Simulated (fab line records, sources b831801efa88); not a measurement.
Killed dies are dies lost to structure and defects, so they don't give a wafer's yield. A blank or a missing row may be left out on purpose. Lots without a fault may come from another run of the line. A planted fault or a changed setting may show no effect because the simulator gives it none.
fab line records | flow sky130 | part 1 of 2: steps 1 to 29 of 39
record lots=5 wafers=15 last_day=49
route steps=708 shown POLY_GATE@234 LDD_N@237 LDD_P@255 LDD_HVN@267
lots that met no fault: from a run of the same line without faults
start_h: hours from the record's first day to the start of the lot's first wafer shown | wait_h: hours since the lot's step before | " the same as in the row above | L1.1+2: a row that stands for several wafers | - no value, or no start given | * or withheld: withheld | < > ~ a bound
route shown NAME@n: a module of which the file shows steps, and the number in the route of the first | usual: mean/standard deviation of fault-free wafers | same: alike in all rows | chamber/n: place in a boat | sites: the reading at each site | _std_site: their standard deviation | _edge_site: outer sites' mean less inner sites' | radius_mm: how far each site lies from the wafer's centre | mask NAME#n: copy n | behind: the tool/chamber that last shaped the wafer | hold: why the lot was held/for how many hours/how that ended | device: the transistor (n, p or np) that didn't switch | end of line: the same wafers' tests at the end of the route | a step without rows: its recipe alone | killed: dies lost to structure and defects at the first sort, not the wafer's yield | map: a wafer's dies, x killed, . not, _ none there
set.NAME: the setting as run; set.NAME@STEP: as run at that earlier step | model.NAME: the simulator's own value behind a step, which no gauge read
lots at some steps of the route; a table a step, a row a wafer
services: from which hour (start_h, from the record's first day; less than 0 if before it) a tool's chamber was out of use, for how many hours, and why
## steps
# step SKY_POLY_GATE_OXIDATION_20
# recipe temp_c=850 ambient=O2 stabilise_s=600 purge_s=300 target_thk_a=40 ox_time_s=899
# usual ox_temp_c_max=853.7/0.8 zone_power_centre_pct=15.69/0.27
# columns lot.wafer tool chamber start_h wait_h ox_temp_c_max zone_power_centre_pct
L078.1 furnace-01 0 402.68 0.8 853.4 15.70
L078.2 " 0 " " 852.8 15.72
L078.5 " 0 " " 853.5 15.89
L079.1 furnace-01 0 414.44 0.1 853.4 15.95
L079.5 " 0 " " 853.2 15.88
L079.6 " 0 " " 853.8 15.80
L082.1 furnace-01 0 450.92 0.0 852.9 16.11
L082.3 " 0 " " 853.2 15.85
L082.5 " 0 " " 854.0 15.85
L091.1 furnace-02 0 523.60 0.0 854.3 15.16
L091.5 " 0 " " 854.9 15.43
L091.6 " 0 " " 853.9 15.20
L092.2 furnace-01 0 524.58 0.0 852.6 16.11
L092.5 " 0 " " 853.5 15.72
L092.6 " 0 " " 853.2 15.99
# step SKY_POLY_GATE_THK_MEAS_21
# recipe reads=SiO2_of_POLY_GATE_OXIDATION_20
# usual POLY_GATE_OXIDATION_THK=3.99/0.081
# columns lot.wafer tool chamber start_h wait_h POLY_GATE_OXIDATION_THK[nm]
L078.1 film_metro-03 - 403.93 0.0 3.97
L078.2 " - " " 3.99
L078.5 " - " " 4.00
L079.1 film_metro-03 - 415.68 0.0 3.91
L079.5 " - " " 3.92
L079.6 " - " " 3.86
L082.1 film_metro-01 - 452.17 0.0 4.08
L082.3 " - " " 4.15
L082.5 " - " " 4.07
L091.1 film_metro-02 - 524.85 0.0 3.95
L091.5 " - " " 3.87
L091.6 " - " " 3.91
L092.2 film_metro-03 - 525.84 0.0 4.05
L092.5 " - " " 4.02
L092.6 " - " " 4.00
# step SKY_POLY_GATE_CD_MEAS_22
# usual cd_nm=149.9/2.7
# columns lot.wafer tool chamber start_h wait_h cd_nm
L078.1 cd_sem-01 - 403.99 0.1 145.9
L078.2 " - " " 144.1
L078.5 " - " " 146.6
L079.1 cd_sem-01 - 415.74 0.1 149.1
L079.5 " - " " 148.6
L079.6 " - " " 146.7
L082.1 cd_sem-01 - 452.23 0.1 149.3
L082.3 " - " " 145.2
L082.5 " - " " 145.6
L091.1 cd_sem-01 - 524.91 0.1 150.0
L091.5 " - " " 154.6
L091.6 " - " " 155.6
L092.2 cd_sem-02 - 525.92 0.1 148.7
L092.5 " - " " 147.3
L092.6 " - " " 152.0
# step SKY_LDD_N_DEHYDRATE_00
# recipe temp_c=200 time_s=60
# usual exhaust_pa=45.1/0.82
# columns lot.wafer tool chamber start_h wait_h exhaust_pa
L078.1 litho_track-02 0 418.09 14.1 45.2
L078.2 " 0 " " 43.9
L078.5 " 0 " " 45.3
L079.1 litho_track-03 0 430.29 14.5 45.1
L079.5 " 0 " " 45.1
L079.6 " 0 " " 45.4
L082.1 litho_track-03 0 467.24 15.0 45.2
L082.3 " 0 " " 45.7
L082.5 " 0 " " 45.5
L091.1 litho_track-01 0 539.12 14.2 45.2
L091.5 " 0 " " 44.7
L091.6 " 0 " " 45.8
L092.2 litho_track-02 0 540.21 14.3 44.8
L092.5 " 0 " " 44.5
L092.6 " 0 " " 44.9
# step SKY_LDD_N_HMDS_01
# recipe prime_time_s=60 prime_temp_c=120
# usual exhaust_pa=45.2/0.86 prime_temp_c=120.00/0.13
# same prime_time_s=60
# columns lot.wafer tool chamber start_h wait_h exhaust_pa prime_temp_c
L078.1 litho_track-02 0 418.24 0.1 44.0 119.84
L078.2 " 0 " " 45.8 120.06
L078.5 " 0 " " 45.0 120.09
L079.1 litho_track-03 0 430.44 0.1 46.5 119.99
L079.5 " 0 " " 44.7 120.05
L079.6 " 0 " " 45.4 119.94
L082.1 litho_track-03 0 467.39 0.1 45.0 120.07
L082.3 " 0 " " 42.8 119.98
L082.5 " 0 " " 45.2 120.12
L091.1 litho_track-01 0 539.27 0.1 44.6 120.09
L091.5 " 0 " " 44.0 120.02
L091.6 " 0 " " 43.4 120.21
L092.2 litho_track-02 0 540.36 0.1 46.6 119.87
L092.5 " 0 " " 44.9 119.85
L092.6 " 0 " " 45.7 119.85
# step SKY_LDD_N_COAT_02
# recipe resist=NOVOLAK spin_rpm=3000 resist_thk_nm=300
# usual exhaust_pa=45.1/0.87 spin_speed_rpm=3000.1/2.4
# columns lot.wafer tool chamber start_h wait_h exhaust_pa spin_speed_rpm
L078.1 litho_track-02 0 418.39 0.1 46.0 3003.0
L078.2 " 0 " " 46.3 3000.4
L078.5 " 0 " " 45.1 3002.3
L079.1 litho_track-03 0 430.59 0.1 46.4 2994.8
L079.5 " 0 " " 45.8 3001.2
L079.6 " 0 " " 45.1 3002.4
L082.1 litho_track-03 0 467.54 0.1 42.6 3005.9
L082.3 " 0 " " 43.2 3000.3
L082.5 " 0 " " 44.0 3001.7
L091.1 litho_track-01 0 539.42 0.1 44.2 2999.3
L091.5 " 0 " " 44.4 3000.6
L091.6 " 0 " " 44.5 2998.3
L092.2 litho_track-02 0 540.51 0.1 44.6 3001.5
L092.5 " 0 " " 45.1 3000.7
L092.6 " 0 " " 45.9 3002.3
# step SKY_LDD_N_SOFTBAKE_03
# recipe temp_c=90 time_s=60 resist=NOVOLAK
# usual exhaust_pa=44.9/0.78
# columns lot.wafer tool chamber start_h wait_h exhaust_pa
L078.1 litho_track-02 0 418.54 0.1 44.7
L078.2 " 0 " " 43.4
L078.5 " 0 " " 43.5
L079.1 litho_track-03 0 430.74 0.1 45.2
L079.5 " 0 " " 45.0
L079.6 " 0 " " 45.0
L082.1 litho_track-03 0 467.69 0.1 45.3
L082.3 " 0 " " 44.6
L082.5 " 0 " " 45.8
L091.1 litho_track-01 0 539.57 0.1 45.0
L091.5 " 0 " " 44.8
L091.6 " 0 " " 44.2
L092.2 litho_track-02 0 540.66 0.1 45.4
L092.5 " 0 " " 46.0
L092.6 " 0 " " 43.6
# step SKY_LDD_N_EXPOSE_04
# recipe mask_id=NTM target_cd_nm=840 na=0.6 source_shape=conventional sigma_outer=0.6 dose_mj=110
# columns lot.wafer tool chamber start_h wait_h mask
L078.1+2+5 iline_stepper-02 0 - - NTM#0
L079.1+5+6 iline_stepper-01 0 - - NTM#0
L082.1+3+5 iline_stepper-02 0 - - NTM#0
L091.1+5+6 iline_stepper-02 0 - - NTM#0
L092.2+5+6 iline_stepper-01 0 - - NTM#0
# step SKY_LDD_N_PEB_05
# recipe temp_c=withheld time_s=* resist=NOVOLAK
# usual exhaust_pa=45.1/0.95
# columns lot.wafer tool chamber start_h wait_h exhaust_pa
L078.1 litho_track-03 0 - - 45.2
L078.2 " 0 " " 44.6
L078.5 " 0 " " 45.2
L079.1 litho_track-01 0 - - 44.7
L079.5 " 0 " " 43.6
L079.6 " 0 " " 44.9
L082.1 litho_track-02 0 - - 48.2
L082.3 " 0 " " 45.5
L082.5 " 0 " " 46.0
L091.1 litho_track-01 0 - - 45.2
L091.5 " 0 " " 46.2
L091.6 " 0 " " 45.1
L092.2 litho_track-03 0 - - 45.3
L092.5 " 0 " " 45.0
L092.6 " 0 " " 44.6
# step SKY_LDD_N_DEVELOP_06
# recipe develop_time_s=60 dev_temp_c=23
# usual developer_temp_C=23.02/0.11 exhaust_pa=44.7/0.94
# columns lot.wafer tool chamber start_h wait_h developer_temp_C exhaust_pa
L078.1 litho_track-03 0 433.34 0.1 22.96 45.5
L078.2 " 0 " " 22.85 47.4
L078.5 " 0 " " 22.90 44.7
L079.1 litho_track-01 0 446.48 0.1 23.08 44.4
L079.5 " 0 " " 22.91 45.0
L079.6 " 0 " " 22.94 44.7
L082.1 litho_track-02 0 482.44 0.1 23.01 45.0
L082.3 " 0 " " 23.08 44.4
L082.5 " 0 " " 22.90 45.3
L091.1 litho_track-01 0 554.42 0.1 23.10 44.8
L091.5 " 0 " " 23.08 46.7
L091.6 " 0 " " 23.13 46.0
L092.2 litho_track-03 0 555.52 0.1 23.03 44.9
L092.5 " 0 " " 23.04 44.7
L092.6 " 0 " " 22.98 45.1
# step SKY_LDD_N_OVL_MEAS_07
# usual LDD_N_OVL=-0.1/1.4
# columns lot.wafer tool chamber start_h wait_h LDD_N_OVL[nm]
L078.1 overlay-01 - 433.49 0.1 -1.9
L078.2 " - " " -0.4
L078.5 " - " " -1.3
L079.1 overlay-02 - 446.63 0.1 0.6
L079.5 " - " " -0.5
L079.6 " - " " 0.3
L082.1 overlay-01 - 482.59 0.1 -0.4
L082.3 " - " " 1.2
L082.5 " - " " 0.0
L091.1 overlay-02 - 554.57 0.1 1.1
L091.5 " - " " 2.0
L091.6 " - " " 0.0
L092.2 overlay-01 - 555.65 0.1 0.3
L092.5 " - " " 2.8
L092.6 " - " " 0.4
# step SKY_LDD_N_IMPLANT_08
# recipe species=As energy_kev=20 dose_cm2=7.5e+13 tilt_deg=withheld rotation_deg=23
# same implant_ion_amu=75
# columns lot.wafer tool chamber start_h wait_h
L078.1+2+5 implanter-03 0 433.53 0.0
L079.1+5+6 implanter-03 0 446.66 0.0
L082.1+3+5 implanter-03 0 482.63 0.0
L091.1+5+6 implanter-03 0 554.61 0.0
L092.2+5+6 implanter-04 0 555.70 0.0
# step SKY_LDD_N_IMPLANT_09
# recipe species=As energy_kev=20 dose_cm2=7.5e+13 tilt_deg=withheld rotation_deg=113
# same implant_ion_amu=75
# columns lot.wafer tool chamber start_h wait_h
L078.1+2+5 implanter-03 0 433.68 0.1
L079.1+5+6 implanter-03 0 446.81 0.1
L082.1+3+5 implanter-03 0 482.78 0.1
L091.1+5+6 implanter-03 0 554.76 0.1
L092.2+5+6 implanter-04 0 555.85 0.1
# step SKY_LDD_N_IMPLANT_10
# recipe species=As energy_kev=20 dose_cm2=7.5e+13 tilt_deg=withheld rotation_deg=203
# same implant_ion_amu=75
# columns lot.wafer tool chamber start_h wait_h
L078.1+2+5 implanter-03 0 433.83 0.1
L079.1+5+6 implanter-03 0 446.96 0.1
L082.1+3+5 implanter-03 0 482.93 0.1
L091.1+5+6 implanter-03 0 554.91 0.1
L092.2+5+6 implanter-04 0 556.00 0.1
# step SKY_LDD_N_IMPLANT_11
# recipe species=As energy_kev=20 dose_cm2=7.5e+13 tilt_deg=withheld rotation_deg=293
# same implant_ion_amu=75
# columns lot.wafer tool chamber start_h wait_h
L078.1+2+5 implanter-03 0 433.98 0.1
L079.1+5+6 implanter-03 0 447.11 0.1
L082.1+3+5 implanter-03 0 483.08 0.1
L091.1+5+6 implanter-03 0 555.06 0.1
L092.2+5+6 implanter-04 0 556.15 0.1
# step SKY_LDD_N_IMPLANT_12
# recipe species=BF2 energy_kev=50 dose_cm2=5e+12 tilt_deg=30 rotation_deg=0
# same implant_ion_amu=49
# columns lot.wafer tool chamber start_h wait_h
L078.1+2+5 implanter-03 0 434.13 0.1
L079.1+5+6 implanter-03 0 447.26 0.1
L082.1+3+5 implanter-03 0 483.23 0.1
L091.1+5+6 implanter-03 0 555.21 0.1
L092.2+5+6 implanter-04 0 556.30 0.1
# step SKY_LDD_N_IMPLANT_13
# recipe species=BF2 energy_kev=50 dose_cm2=5e+12 tilt_deg=30 rotation_deg=90
# same implant_ion_amu=49
# columns lot.wafer tool chamber start_h wait_h
L078.1+2+5 implanter-03 0 434.28 0.1
L079.1+5+6 implanter-03 0 447.41 0.1
L082.1+3+5 implanter-03 0 483.38 0.1
L091.1+5+6 implanter-03 0 555.36 0.1
L092.2+5+6 implanter-04 0 556.45 0.1
# step SKY_LDD_N_IMPLANT_14
# recipe species=BF2 energy_kev=50 dose_cm2=5e+12 tilt_deg=30 rotation_deg=180
# same implant_ion_amu=49
# columns lot.wafer tool chamber start_h wait_h
L078.1+2+5 implanter-03 0 434.43 0.1
L079.1+5+6 implanter-03 0 447.56 0.1
L082.1+3+5 implanter-03 0 483.53 0.1
L091.1+5+6 implanter-03 0 555.51 0.1
L092.2+5+6 implanter-04 0 556.60 0.1
# step SKY_LDD_N_IMPLANT_15
# recipe species=BF2 energy_kev=50 dose_cm2=5e+12 tilt_deg=30 rotation_deg=270
# same implant_ion_amu=49
# columns lot.wafer tool chamber start_h wait_h
L078.1+2+5 implanter-03 0 434.58 0.1
L079.1+5+6 implanter-03 0 447.71 0.1
L082.1+3+5 implanter-03 0 483.68 0.1
L091.1+5+6 implanter-03 0 555.66 0.1
L092.2+5+6 implanter-04 0 556.75 0.1
# step SKY_LDD_N_STRIP_16
# recipe chemistry=O2/N2 power_w=1400 pressure_mtorr=1500 platen_temp_c=withheld o2_flow_sccm=3000 n2_flow_sccm=300 overash_fraction=0.5
# usual chamber_pressure_mTorr=1499.8/1.3 drypump_motor_current_A=5.8/0.38 oes_product_au=0.407/0.0048 strip_time_to_endpoint_s=4.317/0.012
# columns lot.wafer tool chamber start_h wait_h chamber_pressure_mTorr drypump_motor_current_A oes_product_au rf_hours_counter_h strip_time_to_endpoint_s
L078.1 plasma_asher-01 0 434.73 0.1 1499.5 5.8 0.408 59 4.318
L078.2 " 1 " " 1500.1 5.1 0.415 59 4.333
L078.5 " 0 " " 1499.3 5.8 0.403 - 4.320
L079.1 plasma_asher-01 1 447.86 0.1 1501.4 5.2 0.403 61 4.310
L079.5 " 0 " " 1500.8 5.8 0.408 - 4.315
L079.6 " 1 " " 1500.0 5.2 0.410 - 4.335
L082.1 plasma_asher-02 1 483.83 0.1 1500.6 6.1 0.405 36 4.305
L082.3 " 0 " " 1500.6 5.5 0.407 - 4.307
L082.5 " 0 " " 1503.1 5.5 0.408 - 4.311
L091.1 plasma_asher-01 1 555.81 0.1 1498.9 5.1 0.403 71 4.323
L091.5 " 0 " " 1500.2 5.8 0.419 - 4.285
L091.6 " 1 " " 1497.0 5.1 0.406 - 4.300
L092.2 plasma_asher-04 0 556.88 0.1 1499.9 6.2 0.415 87 4.310
L092.5 " 1 " " 1501.5 5.9 0.408 - 4.332
L092.6 " 0 " " 1500.2 6.3 0.409 - 4.305
# step SKY_LDD_N_TW_MEAS_17
# usual LDD_N_TW=2585/29
# columns lot.wafer tool chamber start_h wait_h LDD_N_TW
L078.1 film_metro-03 - 434.83 0.1 2612
L078.2 " - " " 2620
L078.5 " - " " 2614
L079.1 film_metro-04 - 447.96 0.1 2565
L079.5 " - " " 2556
L079.6 " - " " 2565
L082.1 film_metro-04 - 483.93 0.1 2568
L082.3 " - " " 2586
L082.5 " - " " 2579
L091.1 film_metro-04 - 555.91 0.1 2560
L091.5 " - " " 2564
L091.6 " - " " 2558
L092.2 film_metro-04 - 556.99 0.1 2569
L092.5 " - " " 2542
L092.6 " - " " 2559
# step SKY_LDD_P_DEHYDRATE_00
# recipe temp_c=200 time_s=60
# usual exhaust_pa=45.1/0.88
# columns lot.wafer tool chamber start_h wait_h exhaust_pa
L078.1 litho_track-02 0 449.79 15.0 45.2
L078.2 " 0 " " 46.2
L078.5 " 0 " " 46.2
L079.1 litho_track-02 0 463.04 15.1 44.6
L079.5 " 0 " " 43.7
L079.6 " 0 " " 46.5
L082.1 litho_track-04 0 498.66 14.7 45.3
L082.3 " 0 " " 45.2
L082.5 " 0 " " 46.1
L091.1 litho_track-04 0 569.86 13.9 44.3
L091.5 " 0 " " 45.3
L091.6 " 0 " " 45.8
L092.2 litho_track-02 0 571.36 14.4 45.3
L092.5 " 0 " " 45.5
L092.6 " 0 " " 45.5
# step SKY_LDD_P_HMDS_01
# recipe prime_time_s=60 prime_temp_c=120
# usual exhaust_pa=44.9/0.95 prime_temp_c=119.99/0.14
# same prime_time_s=60
# columns lot.wafer tool chamber start_h wait_h exhaust_pa prime_temp_c
L078.1 litho_track-02 0 449.94 0.1 45.5 119.96
L078.2 " 0 " " 44.4 120.00
L078.5 " 0 " " 46.6 119.98
L079.1 litho_track-02 0 463.19 0.1 44.5 119.87
L079.5 " 0 " " 44.6 120.23
L079.6 " 0 " " 43.7 120.00
L082.1 litho_track-04 0 498.81 0.1 44.2 120.05
L082.3 " 0 " " 43.6 120.19
L082.5 " 0 " " 43.9 120.27
L091.1 litho_track-04 0 570.01 0.1 44.6 120.29
L091.5 " 0 " " 44.2 120.25
L091.6 " 0 " " 43.8 120.23
L092.2 litho_track-02 0 571.51 0.1 45.0 120.06
L092.5 " 0 " " 45.5 120.26
L092.6 " 0 " " 43.8 120.00
# step SKY_LDD_P_COAT_02
# recipe resist=NOVOLAK spin_rpm=3000 resist_thk_nm=1140
# usual exhaust_pa=45.1/0.94 spin_speed_rpm=3000.1/2
# columns lot.wafer tool chamber start_h wait_h exhaust_pa spin_speed_rpm
L078.1 litho_track-02 0 450.09 0.1 45.7 3001.1
L078.2 " 0 " " 47.3 2998.3
L078.5 " 0 " " 47.1 3002.5
L079.1 litho_track-02 0 463.34 0.1 44.7 3000.1
L079.5 " 0 " " 43.7 3001.0
L079.6 " 0 " " 43.4 3001.7
L082.1 litho_track-04 0 498.96 0.1 45.0 2999.5
L082.3 " 0 " " 45.1 2999.7
L082.5 " 0 " " 45.6 2998.1
L091.1 litho_track-04 0 570.16 0.1 45.2 2999.4
L091.5 " 0 " " 44.6 2999.5
L091.6 " 0 " " 45.5 3001.9
L092.2 litho_track-02 0 571.66 0.1 46.8 3001.1
L092.5 " 0 " " 46.0 2997.4
L092.6 " 0 " " 46.8 2999.3
# step SKY_LDD_P_SOFTBAKE_03
# recipe temp_c=90 time_s=60 resist=NOVOLAK
# usual exhaust_pa=44.9/0.86
# columns lot.wafer tool chamber start_h wait_h exhaust_pa
L078.1 litho_track-02 0 450.24 0.1 45.0
L078.2 " 0 " " 45.0
L078.5 " 0 " " 46.3
L079.1 litho_track-02 0 463.49 0.1 44.1
L079.5 " 0 " " 44.5
L079.6 " 0 " " 44.9
L082.1 litho_track-04 0 499.11 0.1 45.2
L082.3 " 0 " " 44.1
L082.5 " 0 " " 45.2
L091.1 litho_track-04 0 570.31 0.1 45.5
L091.5 " 0 " " 44.1
L091.6 " 0 " " 44.7
L092.2 litho_track-02 0 571.81 0.1 45.9
L092.5 " 0 " " 44.6
L092.6 " 0 " " 47.9
# step SKY_LDD_P_EXPOSE_04
# recipe mask_id=PSDM na=0.6 source_shape=conventional sigma_outer=0.6 polarization=unpolarized target_cd_nm=380 dose_mj=138
# columns lot.wafer tool chamber start_h wait_h mask
L078.1+2+5 iline_stepper-02 0 - - PSDM#0
L079.1+5+6 iline_stepper-01 0 - - PSDM#0
L082.1+3+5 iline_stepper-01 0 - - PSDM#0
L091.1+5+6 iline_stepper-01 0 - - PSDM#0
L092.2+5+6 iline_stepper-01 0 - - PSDM#0
# step SKY_LDD_P_PEB_05
# recipe temp_c=withheld time_s=* resist=NOVOLAK
# usual exhaust_pa=45.0/0.85
# columns lot.wafer tool chamber start_h wait_h exhaust_pa
L078.1 litho_track-03 0 - - 45.5
L078.2 " 0 " " 46.0
L078.5 " 0 " " 45.5
L079.1 litho_track-02 0 - - 45.8
L079.5 " 0 " " 45.0
L079.6 " 0 " " 44.8
L082.1 litho_track-02 0 - - 45.9
L082.3 " 0 " " 45.3
L082.5 " 0 " " 46.4
L091.1 litho_track-02 0 - - 44.2
L091.5 " 0 " " 45.1
L091.6 " 0 " " 45.1
L092.2 litho_track-02 0 - - 45.1
L092.5 " 0 " " 45.3
L092.6 " 0 " " 45.4
# step SKY_LDD_P_DEVELOP_06
# recipe resist=NOVOLAK developer=TMAH develop_time_s=60 dev_temp_c=23
# usual developer_temp_C=23.02/0.089 exhaust_pa=45.0/0.75
# columns lot.wafer tool chamber start_h wait_h developer_temp_C exhaust_pa
L078.1 litho_track-03 0 465.24 0.1 23.09 45.5
L078.2 " 0 " " 23.03 45.3
L078.5 " 0 " " 22.96 44.1
L079.1 litho_track-02 0 478.89 0.1 22.78 45.5
L079.5 " 0 " " 22.97 44.6
L079.6 " 0 " " 22.97 44.3
L082.1 litho_track-02 0 513.94 0.1 23.08 45.0
L082.3 " 0 " " 23.08 44.8
L082.5 " 0 " " 23.12 45.1
L091.1 litho_track-02 0 584.59 0.1 23.21 45.1
L091.5 " 0 " " 23.12 45.7
L091.6 " 0 " " 23.09 44.3
L092.2 litho_track-02 0 586.31 0.1 22.95 43.3
L092.5 " 0 " " 22.89 46.2
L092.6 " 0 " " 23.13 45.1
# step SKY_LDD_P_CD_MEAS_07
# recipe target_cd_nm=380
# usual cd_nm=380/3.2
# columns lot.wafer tool chamber start_h wait_h cd_nm
L078.1 cd_sem-01 - 465.39 0.1 381
L078.2 " - " " 382
L078.5 " - " " 380
L079.1 cd_sem-01 - 479.04 0.1 382
L079.5 " - " " 382
L079.6 " - " " 380
L082.1 cd_sem-02 - 514.09 0.1 375
L082.3 " - " " 378
L082.5 " - " " 378
L091.1 cd_sem-02 - 584.74 0.1 379
L091.5 " - " " 383
L091.6 " - " " 381
L092.2 cd_sem-02 - 586.46 0.1 376
L092.5 " - " " 376
L092.6 " - " " 378
